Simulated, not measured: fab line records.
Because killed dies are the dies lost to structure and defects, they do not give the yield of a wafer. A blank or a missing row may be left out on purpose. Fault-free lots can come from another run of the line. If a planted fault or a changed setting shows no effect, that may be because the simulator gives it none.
Split-lot trial	flow sky130	5 lots, 23 wafers read, on a route of 708 steps

== SPLIT DETAILS ==
At SKY_CAPM_COAT_07 (resist thk 1140 nm), the setting resist-thk-nm was moved away from the recipe's 1140 nm on 9 of the 23 wafers read, by -5.1% to -2.0%. The other wafers ran this setting at the recipe's value.

Reading taken at the split's own step.

== THE READING ==
NOVOLAK_of_CAPM_COAT_07.thk-nm (the simulator's own value, which no gauge read), in nm, at SKY_CAPM_COAT_07 (resist thk 1140 nm). No usual value for it is given in the file. Here, 14 wafers ran the recipe; their average is 1141 nm with a standard deviation of 2.6 nm.

wafer	tool, chamber at the split	resist-thk-nm as run, nm	against the recipe	NOVOLAK_of_CAPM_COAT_07.thk-nm, nm	against lot-mates on the recipe
L074.1	litho-track-03, 0	1140	recipe	1144	-
L074.2	litho-track-03, 0	1140	recipe	1141	-
L074.3	litho-track-03, 0	1140	recipe	1141	-
L074.4	litho-track-03, 0	1092	-4.2%	1091	-51
L074.6	litho-track-03, 0	1092	-4.2%	1091	-51
L075.1	litho-track-01, 0	1117	-2.0%	1124	-18
L075.3	litho-track-01, 0	1140	recipe	1144	-
L075.4	litho-track-01, 0	1117	-2.0%	1119	-22
L075.5	litho-track-01, 0	1140	recipe	1139	-
L075.6	litho-track-01, 0	1117	-2.0%	1115	-26
L076.1	litho-track-03, 0	1107	-2.9%	1104	-35
L076.2	litho-track-03, 0	1140	recipe	1138	-
L076.3	litho-track-03, 0	1140	recipe	1140	-
L076.5	litho-track-03, 0	1140	recipe	1139	-
L076.6	litho-track-03, 0	1107	-2.9%	1107	-32
L077.1	litho-track-01, 0	1082	-5.1%	1083	-57
L077.2	litho-track-01, 0	1140	recipe	1141	-
L077.3	litho-track-01, 0	1140	recipe	1137	-
L077.4	litho-track-01, 0	1140	recipe	1142	-
L077.6	litho-track-01, 0	1082	-5.1%	1081	-59
L081.1	litho-track-01, 0	1140	recipe	1145	-
L081.2	litho-track-01, 0	1140	recipe	1141	-
L081.3	litho-track-01, 0	1140	recipe	1146	-

FIT RESULTS
A straight line over all 23 wafers: NOVOLAK_of_CAPM_COAT_07.thk-nm changes by +11.8 nm for each +1% of resist-thk-nm; r = +0.99; the points scatter about the line by 2.7 nm.
The same after taking each lot's own level away (the mean of its wafers on the recipe; 23 wafers): +11.6 nm for each +1%; r = +0.99; scatter 2.3 nm.
The reading moves by 59 nm for the largest change in resist-thk-nm, on that fit.
From 1139.0 to 1144.0 nm: that is the span of the lots' own levels, equal to 1.9 times the standard deviation above.
Hence the lot-to-lot level has little effect on the slope; both slopes agree.
Check: -59.7 nm against its lot-mates is what the line predicts for one of the wafers moved furthest among these (-5.1%) when that wafer is left out of the fit. It came out at -57 nm against them.

== OTHER SPLITS APPLIED TO THESE WAFERS ==
Other splits were also applied to these wafers ahead of the reading. Each is held against what the fit with the lots' levels taken away leaves over:
other split on the same wafers	wafers away from the commonest value	r with NOVOLAK_of_CAPM_COAT_07.thk-nm (lot level and that fit taken away)
SKY_VIA2_SPUTTER_20 power-w	11	+0.11

== THE WHOLE CHAIN: every reading that the file lists as answering this split, in the file's order ==
step	what it does	reading	change (the file's fit)	r (the file's)
SKY_CAPM_COAT_07	resist thk 1140 nm	NOVOLAK_of_CAPM_COAT_07.thk-nm (the simulator's own value, which no gauge read)	+11.6 nm for each +1% of the setting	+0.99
SKY_CAPM_STRIP_14	strips in O2/N2	strip-time-to-endpoint-s	withheld for each +1% of the setting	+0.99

== THE FILE'S OWN FIT ==
NOVOLAK_of_CAPM_COAT_07.thk-nm changes by +11.6 nm for each +1% of resist-thk-nm, r = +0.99.
